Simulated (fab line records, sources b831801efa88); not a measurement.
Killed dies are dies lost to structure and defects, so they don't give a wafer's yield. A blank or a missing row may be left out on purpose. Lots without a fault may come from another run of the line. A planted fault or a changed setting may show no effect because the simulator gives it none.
fab line records | flow sky130
record lots=6 wafers=14 last_day=50
route steps=708 shown METAL5@671 PASSIVATION@681 PAD_OPEN@694
lots that met no fault: from a run of the same line without faults
start_h: hours from the record's first day to the start of the lot's first wafer shown | wait_h: hours since the lot's step before | " the same as in the row above | L1.1+2: a row that stands for several wafers | - no value, or no start given | * or withheld: withheld | < > ~ a bound
route shown NAME@n: a module of which the file shows steps, and the number in the route of the first | usual: mean/standard deviation of fault-free wafers | same: alike in all rows | chamber/n: place in a boat | sites: the reading at each site | _std_site: their standard deviation | _edge_site: outer sites' mean less inner sites' | radius_mm: how far each site lies from the wafer's centre | mask NAME#n: copy n | behind: the tool/chamber that last shaped the wafer | hold: why the lot was held/for how many hours/how that ended | device: the transistor (n, p or np) that didn't switch | end of line: the same wafers' tests at the end of the route | a step without rows: its recipe alone | killed: dies lost to structure and defects at the first sort, not the wafer's yield | map: a wafer's dies, x killed, . not, _ none there
set.NAME: the setting as run; set.NAME@STEP: as run at that earlier step | model.NAME: the simulator's own value behind a step, which no gauge read
lots at some steps of the route; a table a step, a row a wafer
services: from which hour (start_h, from the record's first day; less than 0 if before it) a tool's chamber was out of use, for how many hours, and why
## steps
# step SKY_METAL5_SOFTBAKE_10
# recipe temp_c=90 time_s=60 resist=NOVOLAK
# step SKY_METAL5_EXPOSE_11
# recipe mask_id=MM5 na=0.6 source_shape=conventional sigma_outer=0.6 polarization=unpolarized target_cd_nm=1600 dose_mj=190
# step SKY_METAL5_PEB_12
# recipe temp_c=withheld time_s=* resist=NOVOLAK
# step SKY_METAL5_DEVELOP_13
# recipe resist=NOVOLAK developer=TMAH develop_time_s=60 dev_temp_c=23
# step SKY_METAL5_DESCUM_14
# recipe chemistry=O2 source_power_w=150 bias_power_w=0 pressure_mtorr=10 temp_c=40 time_s=11
# usual drypump_motor_current_A=5.6/0.33 oes_product_au=0.997/0.013 temp_c=40.01/0.11
# columns lot.wafer tool chamber start_h wait_h drypump_motor_current_A oes_product_au rf_hours_counter_h temp_c
L579.1 rie_metal-02 1 1096.46 0.1 5.5 0.991 10 39.94
L579.2 " 0 " " 5.0 0.995 21 39.76
L579.6 " 1 " " 5.5 0.998 - 40.08
L581.2 rie_metal-03 1 1103.46 0.1 5.4 0.999 22 39.99
L581.3 " 0 " " 5.9 0.999 - 40.18
L581.6 " 1 " " 5.4 1.002 - 40.10
L588.1 rie_metal-01 1 1139.29 0.1 5.7 0.981 22 40.06
L588.4 " 0 " " 6.1 1.015 - 40.05
L588.5 " 0 " " 6.1 1.016 - 40.07
L589.2 rie_metal-01 1 1150.43 0.1 5.7 0.996 - 40.04
L589.4 " 1 " " 5.7 0.984 - 39.83
L589.6 " 1 " " 5.7 0.988 - 39.99
L591.5 rie_metal-03 1 1151.89 0.0 5.4 1.000 - 39.89
L593.3 rie_metal-02 0 1159.58 0.1 5.0 0.996 - 40.05
# step SKY_METAL5_METAL_ETCH_15
# recipe target_depth_a=12600 stop_on=SiO2 over_etch_frac=0.2 time_s=252 chemistry=Cl2/BCl3 resist_sidewall_deg=86 pressure_mtorr=10 icp_w=900 bias_w=48.5 Cl2_flow_sccm=60 bcl3_flow_sccm=30
# usual drypump_motor_current_A=5.6/0.34 oes_product_au=0.894/0.0049 throttle_valve_pct=22.264/0.008
# columns lot.wafer tool chamber start_h wait_h drypump_motor_current_A oes_product_au rf_hours_counter_h throttle_valve_pct
L579.1 rie_metal-02 1 1096.50 0.0 5.5 0.893 10 22.258
L579.2 " 0 " " 5.0 0.901 21 22.271
L579.6 " 1 " " 5.5 0.902 - 22.266
L581.2 rie_metal-03 1 1103.50 0.0 5.4 0.894 22 22.263
L581.3 " 0 " " 5.8 0.893 - 22.271
L581.6 " 1 " " 5.4 0.893 - 22.273
L588.1 rie_metal-01 1 1139.33 0.0 5.7 0.889 22 22.272
L588.4 " 0 " " 6.1 0.893 - 22.274
L588.5 " 0 " " 6.1 0.900 - 22.274
L589.2 rie_metal-01 1 1150.56 0.1 5.7 0.892 - 22.270
L589.4 " 1 " " 5.7 0.890 - 22.263
L589.6 " 1 " " 5.7 0.892 - 22.249
L591.5 rie_metal-03 1 1152.06 0.2 5.4 0.891 - 22.260
L593.3 rie_metal-02 0 1159.71 0.1 5.0 0.897 - 22.263
# step SKY_METAL5_STRIP_16
# recipe chemistry=O2/N2 power_w=1400 pressure_mtorr=1500 platen_temp_c=withheld o2_flow_sccm=3000 n2_flow_sccm=300 overash_fraction=0.5
# usual drypump_motor_current_A=5.94/0.27 oes_product_au=0.710/0.0049 strip_time_to_endpoint_s=13.11/0.16
# columns lot.wafer tool chamber start_h wait_h drypump_motor_current_A oes_product_au rf_hours_counter_h strip_time_to_endpoint_s
L579.1 plasma_asher-03 1 1096.73 0.2 6.17 0.714 34 13.21
L579.2 " 0 " " 5.67 0.711 34 13.12
L579.6 " 1 " " 6.13 0.709 - 13.18
L581.2 plasma_asher-03 1 1103.73 0.2 6.17 0.702 35 13.07
L581.3 " 0 " " 5.67 0.705 - 13.05
L581.6 " 1 " " 6.15 0.718 - 13.02
L588.1 plasma_asher-01 0 1139.56 0.2 6.27 0.717 8 13.33
L588.4 " 1 " " 5.65 0.708 - 12.84
L588.5 " 0 " " 6.27 0.716 - 12.83
L589.2 plasma_asher-03 0 1150.95 0.3 5.66 0.709 39 13.29
L589.4 " 1 " " 6.14 0.713 - 13.24
L589.6 " 0 " " 5.66 0.713 - 13.24
L591.5 plasma_asher-04 0 1152.20 0.1 6.04 0.714 - 13.06
L593.3 plasma_asher-01 1 1159.96 0.1 5.61 0.705 - 13.30
# step SKY_METAL5_STRIP_17
# recipe chemistry=post_etch_residue_remover time_s=1200 temp_c=72.5
# step SKY_METAL5_CLEAN_18
# recipe chemistry=IPA time_s=180 temp_c=25
# step SKY_METAL5_CLEAN_19
# recipe chemistry=O3/DIW dry=n2_spin
# step SKY_PASSIVATION_CVD_00
# recipe material=SiO2 target_thk_nm=90 temp_c=400 time_s=withheld rf_w=600
# usual heater_power_outer_w=385/77 heater_power_w=666/110
# columns lot.wafer tool chamber start_h wait_h heater_power_outer_w heater_power_w
L579.1 pecvd-01 2 1097.92 0.0 364 625
L579.2 " 1 " " 425 704
L579.6 " 1 " " 413 698
L581.2 pecvd-02 1 1104.36 0.0 341 598
L581.3 " 2 " " 302 560
L581.6 " 2 " " 306 584
L588.1 pecvd-04 2 1140.51 0.0 295 571
L588.4 " 1 " " 460 825
L588.5 " 0 " " 383 648
L589.2 pecvd-02 2 1151.55 0.0 356 655
L589.4 " 1 " " 304 550
L589.6 " 0 " " 535 870
L591.5 pecvd-04 2 1152.74 0.0 289 575
L593.3 pecvd-01 1 1160.56 0.0 371 632
# step SKY_PASSIVATION_THK_MEAS_01
# recipe reads=SiO2_of_PASSIVATION_CVD_00
# usual PASSIVATION_CVD_00_THK=90.1/1.3
# columns lot.wafer tool chamber start_h wait_h PASSIVATION_CVD_00_THK[nm]
L579.1 film_metro-03 - 1097.94 - 88.9
L579.2 " - " " 87.4
L579.6 " - " " 89.9
L581.2 film_metro-03 - 1104.40 - 88.0
L581.3 " - " " 89.4
L581.6 " - " " 89.7
L588.1 film_metro-01 - 1140.53 - 92.0
L588.4 " - " " 91.4
L588.5 " - " " 91.0
L589.2 film_metro-04 - 1151.58 - 88.5
L589.4 " - " " 90.1
L589.6 " - " " 88.8
L591.5 film_metro-01 - 1152.79 - 93.3
L593.3 film_metro-03 - 1160.60 - 88.9
# step SKY_PASSIVATION_CVD_02
# recipe material=Si3N4 target_thk_nm=540 temp_c=400 time_s=withheld rf_w=450
# usual heater_power_outer_w=419/74 heater_power_w=716/110
# columns lot.wafer tool chamber start_h wait_h heater_power_outer_w heater_power_w model.Si3N4_of_PASSIVATION_CVD_02.thk_nm
L579.1 pecvd-04 2 1098.00 0.1 340 619 537.3
L579.2 " 0 " " 346 585 532
L579.6 " 2 " " 346 631 542.6
L581.2 pecvd-04 0 1104.45 0.0 410 688 533.5
L581.3 " 2 " " 305 589 539.3
L581.6 " 2 " " 320 621 548.4
L588.1 pecvd-02 2 1140.59 0.1 378 680 536.6
L588.4 " 0 " " 476 754 546.6
L588.5 " 1 " " 451 731 539.5
L589.2 pecvd-01 2 1151.63 0.0 457 764 539.4
L589.4 " 2 " " 464 774 543.3
L589.6 " 1 " " 457 764 545.9
L591.5 pecvd-02 0 1152.93 0.1 455 767 324.7
L593.3 pecvd-02 0 1160.64 0.0 555 882 318.5
# step SKY_PASSIVATION_THK_MEAS_03
# recipe reads=Si3N4_of_PASSIVATION_CVD_02
# usual PASSIVATION_CVD_02_THK=540/7.6
# columns lot.wafer tool chamber start_h wait_h hold PASSIVATION_CVD_02_THK[nm]
L579.1 film_metro-04 - 1098.23 - - 537
L579.2 " - " " - 532
L579.6 " - " " - 542
L581.2 film_metro-01 - 1104.69 - - 533
L581.3 " - " " - 539
L581.6 " - " " - 549
L588.1 film_metro-04 - 1140.81 - - 536
L588.4 " - " " - 547
L588.5 " - " " - 539
L589.2 film_metro-04 - 1151.87 - - 540
L589.4 " - " " - 543
L589.6 " - " " - 545
L591.5 film_metro-04 - 1153.08 - await_dispo/0.2h/release 325
L591.5 film_metro-04 - 1153.30 0.2 - 325
L593.3 film_metro-04 - 1160.88 - await_dispo/0.2h/release 318
L593.3 film_metro-04 - 1161.13 0.2 - 319
# step SKY_PASSIVATION_HMDS_05
# recipe prime_time_s=60 prime_temp_c=120
# step SKY_PASSIVATION_COAT_06
# recipe spin_rpm=2000 resist_thk_nm=3000
# step SKY_PASSIVATION_SOFTBAKE_07
# recipe temp_c=110 time_s=withheld
# step SKY_PASSIVATION_EXPOSE_08
# recipe mask_id=NSM target_cd_nm=3000 na=0.57 dose_mj=260
# step SKY_PASSIVATION_PEB_09
# recipe temp_c=115 time_s=withheld
# step SKY_PASSIVATION_DEVELOP_10
# recipe develop_time_s=60 dev_temp_c=23
# step SKY_PASSIVATION_ETCH_11
# recipe chemistry=CF4/O2 target_depth_nm=725 stop_on=AlCu source_w=800 bias_w=150 pressure_mtorr=150 cf4_flow_sccm=80 O2_flow_sccm=10 time_s=161.1
# usual drypump_motor_current_A=5.7/0.65 oes_product_au=0.976/0.0078 throttle_valve_pct=5.964/0.0089
# columns lot.wafer tool chamber start_h wait_h drypump_motor_current_A oes_product_au rf_hours_counter_h throttle_valve_pct model.etch.depth_nm model.PASSIVATION.feature_depth_nm
L579.1 rie_diel-03 3 1118.02 - 5.4 0.969 18 5.958 701.5 701.5
L579.2 " 0 " " 5.8 0.966 15 5.949 693.9 693.9
L579.6 " 3 " " 5.4 0.975 - 5.974 707.1 707.1
L581.2 rie_diel-02 1 1123.87 - 4.8 0.973 16 5.970 695.2 695.2
L581.3 " 0 " " 5.2 0.976 32 5.970 703.9 703.9
L581.6 " 2 " " 6.6 0.970 - 5.955 701.6 701.6
L588.1 rie_diel-03 2 1158.69 - 6.4 0.971 7 5.962 700.9 700.9
L588.4 " 0 " " 5.8 0.980 17 5.971 711.8 711.8
L588.5 " 0 " " 5.9 0.980 - 5.971 705.7 705.7
L589.2 rie_diel-01 3 1168.94 - 5.1 0.976 10 5.965 700.9 700.9
L589.4 " 0 " " 6.1 0.977 13 5.954 705.9 705.9
L589.6 " 3 " " 5.1 0.981 - 5.964 708.9 708.9
L591.5 rie_diel-03 0 1170.41 - 5.8 0.797 - 5.916 492.6 492.6
L593.3 rie_diel-02 2 1177.61 - 6.6 0.788 17 5.905 482.6 482.6
# step SKY_PASSIVATION_STRIP_12
# recipe chemistry=O2/N2 power_w=1400 pressure_mtorr=1500 platen_temp_c=withheld overash_fraction=0.7 o2_flow_sccm=3000 n2_flow_sccm=300
# usual drypump_motor_current_A=5.6/0.52 oes_product_au=0.661/0.005 strip_time_to_endpoint_s=31.58/0.13
# columns lot.wafer tool chamber start_h wait_h drypump_motor_current_A oes_product_au rf_hours_counter_h strip_time_to_endpoint_s
L579.1 plasma_asher-02 0 1118.12 0.1 4.8 0.656 96 31.47
L579.2 " 1 " " 5.8 0.668 96 31.49
L579.6 " 0 " " 4.8 0.656 - 31.52
L581.2 plasma_asher-01 0 1123.97 0.1 6.3 0.667 6 31.69
L581.3 " 0 " " 6.3 0.659 - 31.59
L581.6 " 1 " " 5.7 0.666 - 31.83
L588.1 plasma_asher-02 1 1158.80 0.1 5.8 0.667 100 31.81
L588.4 " 1 " " 5.8 0.656 - 31.64
L588.5 " 1 " " 5.8 0.659 - 31.63
L589.2 plasma_asher-01 0 1169.05 0.1 6.3 0.667 11 31.61
L589.4 " 1 " " 5.6 0.656 - 31.54
L589.6 " 0 " " 6.3 0.666 - 31.53
L591.5 plasma_asher-02 1 1170.53 0.1 5.8 0.664 - 31.56
L593.3 plasma_asher-02 1 1177.75 0.1 5.8 0.658 - 31.48
# step SKY_PAD_OPEN_DEHYDRATE_00
# recipe temp_c=200 time_s=60
# step SKY_PAD_OPEN_HMDS_01
# recipe prime_time_s=60 prime_temp_c=120
# step SKY_PAD_OPEN_COAT_02
# recipe spin_rpm=2000 resist_thk_nm=3000
# step SKY_PAD_OPEN_SOFTBAKE_03
# recipe temp_c=110 time_s=withheld
# step SKY_PAD_OPEN_EXPOSE_04
# recipe mask_id=PDM target_cd_nm=60000 na=0.57 dose_mj=260
# step SKY_PAD_OPEN_PEB_05
# recipe temp_c=115 time_s=withheld
# step SKY_PAD_OPEN_DEVELOP_06
# recipe develop_time_s=60 dev_temp_c=23
# step SKY_PAD_OPEN_ETCH_07
# recipe chemistry=CF4/O2 target_depth_nm=725 stop_on=AlCu source_w=800 bias_w=150 pressure_mtorr=150 cf4_flow_sccm=80 O2_flow_sccm=10 time_s=161.1
# usual drypump_motor_current_A=5.7/0.68 oes_product_au=0.977/0.0076 throttle_valve_pct=5.963/0.0095
# columns lot.wafer tool chamber start_h wait_h drypump_motor_current_A oes_product_au rf_hours_counter_h throttle_valve_pct model.etch.depth_nm model.PAD_OPEN.feature_depth_nm
L579.1 rie_diel-01 1 1136.81 - 5.0 0.974 12 5.968 701.5 701.5
L579.2 " 3 " " 5.0 0.962 9 5.962 693.9 693.9
L579.6 " 2 " " 6.7 0.983 - 5.960 707.1 707.1
L581.2 rie_diel-01 1 1143.21 - 5.1 0.968 12 5.953 695.2 695.2
L581.3 " 3 " " 5.0 0.983 9 5.972 703.9 703.9
L581.6 " 2 " " 6.7 0.984 - 5.975 712.5 712.5
L588.1 rie_diel-04 0 1175.47 - 5.5 0.974 11 5.977 702.1 702.1
L588.4 " 2 " " 6.4 0.979 27 5.961 711.8 711.8
L588.5 " 0 " " 5.5 0.980 - 5.955 705.3 705.3
L589.2 rie_diel-04 0 1185.31 - 5.5 0.961 12 5.955 696.8 696.8
L589.4 " 2 " " 6.4 0.979 27 5.947 705.9 705.9
L589.6 " 3 " " 5.8 0.980 - 5.972 708.9 708.9
L591.5 rie_diel-01 1 1186.82 - 5.1 0.799 - 5.915 492.6 492.6
L593.3 rie_diel-02 3 1194.01 - 4.8 0.788 28 5.913 482.6 482.6
# step SKY_PAD_OPEN_STRIP_08
# recipe chemistry=O2/N2 power_w=1400 pressure_mtorr=1500 platen_temp_c=withheld overash_fraction=0.7 o2_flow_sccm=3000 n2_flow_sccm=300
# step SKY_PAD_OPEN_STRIP_09
# recipe chemistry=post_etch_residue_remover time_s=1200 temp_c=72.5
# usual bath_guard_temp_C=72.4/0.52 temp_c=72.48/0.1
# columns lot.wafer tool chamber start_h wait_h bath_guard_temp_C temp_c model.Si3N4_of_PASSIVATION_CVD_02.thk_nm
L579.1 wet_bench-03 2 1137.02 0.1 72.7 72.64 536.9
L579.2 " 2 " " 72.8 72.62 531.6
L579.6 " 2 " " 72.4 72.70 542.2
L581.2 wet_bench-04 0 1143.42 0.1 72.4 72.68 533.2
L581.3 " 0 " " 72.4 72.38 539
L581.6 " 0 " " 72.3 72.42 548
L588.1 wet_bench-02 1 1175.67 0.1 72.2 72.30 536.2
L588.4 " 1 " " 71.8 72.42 546.3
L588.5 " 1 " " 72.2 72.55 539.1
L589.2 wet_bench-04 0 1185.52 0.1 72.2 72.41 539
L589.4 " 0 " " 72.0 72.44 542.9
L589.6 " 0 " " 72.1 72.43 545.6
L591.5 wet_bench-04 2 1186.97 0.0 71.7 72.49 324.3
L593.3 wet_bench-03 2 1194.22 0.0 72.1 72.34 318.1
# step SKY_PAD_OPEN_CLEAN_10
# recipe chemistry=IPA time_s=180 temp_c=25
## services
# columns tool chamber start_h hours kind
rie_diel-01 1 1073.00 3.9 repair
rie_diel-01 1 1076.89 2.8 repair
pecvd-02 - 1082.08 2.8 pm
rie_diel-02 0 1086.20 4.1 repair
rie_diel-01 - 1087.16 0.8 repair
rie_diel-01 0 1091.46 8.6 repair
plasma_asher-03 - 1091.59 3.1 repair
pecvd-02 0 1102.09 10.3 repair
plasma_asher-03 - 1111.84 4.3 pm
plasma_asher-04 - 1118.71 14.6 pm
pecvd-01 - 1124.41 2.8 pm
rie_diel-03 2 1124.57 6.3 repair
wet_bench-02 - 1130.46 1.9 pm
plasma_asher-04 - 1133.31 2.8 pm
plasma_asher-03 - 1140.41 1.0 repair
rie_metal-01 0 1141.45 - clean
rie_metal-01 0 1141.45 - consumable_replace:focus_ring
rie_metal-01 0 1141.45 12.6 scheduled_down
plasma_asher-02 - 1143.26 1.8 repair
rie_diel-02 1 1149.59 5.8 repair
pecvd-04 - 1160.17 3.0 repair
plasma_asher-03 - 1164.59 2.8 pm
pecvd-04 - 1181.52 1.3 repair
pecvd-01 2 1181.79 5.0 repair
## key
first_sign step=SKY_PASSIVATION_THK_MEAS_03 reading=visit direction=added
effect step=SKY_PASSIVATION_THK_MEAS_03 reading=PASSIVATION_CVD_02_THK direction=down sigmas=29 usual=540 struck=321
effect step=SKY_PASSIVATION_ETCH_11 reading=oes_product_au direction=down sigmas=24 usual=0.976 struck=0.792
effect step=SKY_PAD_OPEN_ETCH_07 reading=oes_product_au direction=down sigmas=24 usual=0.977 struck=0.794
model_effect step=SKY_PASSIVATION_CVD_02 value=Si3N4_of_PASSIVATION_CVD_02.thk_nm without=534.9 struck=321.6
model_effect step=SKY_PASSIVATION_ETCH_11 value=etch.depth_nm without=700.9 struck=487.6
model_effect step=SKY_PAD_OPEN_ETCH_07 value=etch.depth_nm without=700.9 struck=487.6
model_effect step=SKY_PAD_OPEN_STRIP_09 value=Si3N4_of_PASSIVATION_CVD_02.thk_nm without=534.6 struck=321.2
met_at SKY_PASSIVATION_CVD_02
struck_wafers L591.5,L593.3
tester_left_out L591,L593
onset_between 1140.59 1152.93
also_fits time
earlier_fault kind=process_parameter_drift tool=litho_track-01 chamber=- onset_h=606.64 steps=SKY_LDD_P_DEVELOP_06 channel=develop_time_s offset=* shape=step end_h=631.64 acts_in=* stated=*
fault kind=process_parameter_drift tool=pecvd-02 chamber=0 onset_h=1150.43 steps=SKY_PASSIVATION_CVD_02 channel=target_thk_nm offset=-213.35 shape=step acts_in=these_recipes_only stated=540
# tester_left_out: of these lots the tester's yield and bins aren't shown, on N5 and GAA mostly nor the transistor test; their killed dies are dies lost to structure and defects alone, not to doping, threshold or leakage, so they don't give the yield
